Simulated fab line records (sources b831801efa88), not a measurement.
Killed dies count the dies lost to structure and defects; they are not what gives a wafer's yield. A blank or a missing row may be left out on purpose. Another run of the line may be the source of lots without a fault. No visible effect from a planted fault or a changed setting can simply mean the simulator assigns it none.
Struck lot and sound lot, side by side || flow sky130 || 32 steps out of a route of 708
Sound: these wafers, L552.1, L552.3, L552.5. Wafers L562.1, L562.4, L562.5 were the ones struck. Last of all comes the cause.
For every step that has rows: the tool of each side, followed by ch and its chambers, followed by its first start. Under that, the readings that differ: sound wafers || struck wafers || difference of the means || sigmas: that difference in standard deviations of wafers without a fault.
alike: readings whose means differ by less than 2 such deviations, and words and numbers that are the same on both sides. not compared: withheld readings, readings that some wafer has no value for, bounds like >300 that may hide the same value, and numbers for which the record gives no deviation and whose values overlap.
Wherever a step has rows on one side only, a row that says differs or no value, or a row with sigmas, the two part there. Non-overlapping numbers with no deviation appear without sigmas and do not part them. A reading missing from all wafers of one side parts the sides only when that side holds two or more wafers.

SKY_FIELD_ISO_BOW_MEAS_00:
  sound: film_metro-02 at day 2 21:00; struck: film_metro-04 at day 4 23:00
  alike: INCOMING_BOW
SKY_FIELD_ISO_OXIDATION_01: stabilise 600 s, purge 300 s, target thk 12 nm.
  sound on furnace-01 ch 0, day 2 21:27; struck on furnace-02 ch 0, day 4 23:28
{"reading": "spike_tc_bottom_C (C)", "sound": "911 914 914", "struck": "925 925 925", "difference": "+12", "sigmas": "+2"}
  alike: spike_tc_upper_C, tube_center_temp_C_max, zone_power_bottom_pct
SKY_FIELD_ISO_THK_MEAS_02:
  sound: film_metro-04 at day 2 22:58; struck: film_metro-04 at day 5 00:58
{"reading": "FIELD_ISO_OXIDATION_00_THK (nm)", "sound": "12.19 12.28 12.43", "struck": "11.72 11.66 11.51", "difference": -0.67, "sigmas": -3}
then, 1 step without rows for these wafers: SKY_FIELD_ISO_CVD_03 (deposits Si3N4 from DCS/NH3, target thk 165 nm, time 2830 s).
SKY_FIELD_ISO_THK_MEAS_04:
  sound: film_metro-01 at day 3 00:49; struck: film_metro-02 at day 5 02:49
{"reading": "FIELD_ISO_CVD_03_THK (nm)", "sound": "163.5 163.2 162.5", "struck": "167.2 166.5 166.0", "difference": "+3.5", "sigmas": "+3"}
then, 8 steps without rows for these wafers: SKY_FIELD_ISO_DEHYDRATE_05 (time 60 s); SKY_FIELD_ISO_HMDS_06 (prime time 60 s); SKY_FIELD_ISO_COAT_07 (resist thk 60 nm); SKY_FIELD_ISO_COAT_08 (resist thk 450 nm); SKY_FIELD_ISO_SOFTBAKE_09 (time 90 s); SKY_FIELD_ISO_EXPOSE_10 (exposes mask FOM, target cd 150 nm); SKY_FIELD_ISO_PEB_11; SKY_FIELD_ISO_DEVELOP_12 (develop time 60 s).
SKY_FIELD_ISO_CD_MEAS_13: the cd target is 150 nm.
  sound: cd_sem-01 at day 3 16:43; struck: cd_sem-01 at day 5 19:59
  alike: cd_nm
SKY_FIELD_ISO_ETCH_14: etches BARC in N2/H2, stops on SiO2, time 45.9 s, target depth 60 nm.
  sound on rie_diel-03 ch 1,2, day 3 16:50; struck on rie_diel-03 ch 0,1,2, day 5 20:06
  alike: drypump_motor_current_A, oes_product_au, throttle_valve_pct
  not compared: rf_hours_counter_h
SKY_FIELD_ISO_ETCH_15: etches the open film in CHF3/O2, stops on Si, target depth 180 nm, time 72 s.
  sound on rie_diel-03 ch 1,2, day 3 16:52; struck on rie_diel-03 ch 0,1,2, day 5 20:08
  alike: O2_flow_sccm, drypump_motor_current_A, oes_product_au, throttle_valve_pct
  not compared: rf_hours_counter_h
SKY_FIELD_ISO_STRIP_16: strips in O2/N2.
  sound on plasma_asher-04 ch 0,1, day 3 16:56; struck on plasma_asher-04 ch 0,1, day 5 20:12
  alike: drypump_motor_current_A, oes_product_au, strip_time_to_endpoint_s
  not compared: rf_hours_counter_h
SKY_FIELD_ISO_ETCH_17: etches Si in HBr/Cl2/O2, target depth 342 nm, time 97.7 s.
  sound on rie_si-01 ch 0,3, day 3 17:02; struck on rie_si-01 ch 0,2, day 5 20:18
  alike: O2_flow_sccm, drypump_motor_current_A, oes_product_au, throttle_valve_pct
  not compared: rf_hours_counter_h
then, 5 steps without rows for these wafers: SKY_FIELD_ISO_WET_ETCH_18 (etches Si3N4 in H3PO4, target depth 25 nm, time 286 s); SKY_FIELD_ISO_CLEAN_19 (cleans in SC1/SC2, time 150 s); SKY_FIELD_ISO_CLEAN_20 (cleans in dHF, time 20 s); SKY_FIELD_ISO_WET_ETCH_21 (etches SiO2 in dHF, target depth 20 nm, time 400 s); SKY_FIELD_ISO_OXIDATION_22 (stabilise 600 s, purge 300 s, target thk 10 nm).
SKY_FIELD_ISO_THK_MEAS_23:
  sound: film_metro-02 at day 3 19:41; struck: film_metro-01 at day 5 21:49
  alike: FIELD_ISO_OXIDATION_01_THK
then, 1 step without rows for these wafers: SKY_FIELD_ISO_CVD_24 (deposits SiO2, target thk 595 nm, time 99.2 s).
SKY_FIELD_ISO_THK_MEAS_25:
  sound: film_metro-04 at day 3 19:59; struck: film_metro-02 at day 5 21:57
  alike: FIELD_ISO_CVD_24_THK
then, 1 step without rows for these wafers: SKY_FIELD_ISO_ANNEAL_26 (time 1800 s).
SKY_FIELD_ISO_CMP_27: polishes, stops on Si3N4, t overpolish 16 s, target thk 457.8 nm.
  sound on cmp-01 ch 0,1,2, day 3 21:44; struck on cmp-01 ch 0,2, day 5 23:31
  alike: motor_current_A, overpolish_run_s, time_to_endpoint_s
then, 3 steps without rows for these wafers: SKY_FIELD_ISO_WET_ETCH_28 (etches SiO2 in dHF, target depth 23.7 nm, time 47 s); SKY_FIELD_ISO_WET_ETCH_29 (etches Si3N4 in H3PO4, target depth 160 nm, time 1825 s); SKY_FIELD_ISO_WET_ETCH_30 (etches SiO2 in dHF, target depth 25 nm, time 50 s).
-- here the record skips 44 days between the struck wafers' starts before and after, leaving off in module FIELD_ISO and picking up in module PAD_OPEN (first step shown: number 708 of the route) --
SKY_PAD_OPEN_PROBE_99:
  record: rows for the struck wafers here (prober-01, day 49 20:56), none for the sound ones

## WHERE THEY PART
First at SKY_FIELD_ISO_OXIDATION_01; last, within this record, at SKY_PAD_OPEN_PROBE_99.

WHY: whatever the simulator had introduced
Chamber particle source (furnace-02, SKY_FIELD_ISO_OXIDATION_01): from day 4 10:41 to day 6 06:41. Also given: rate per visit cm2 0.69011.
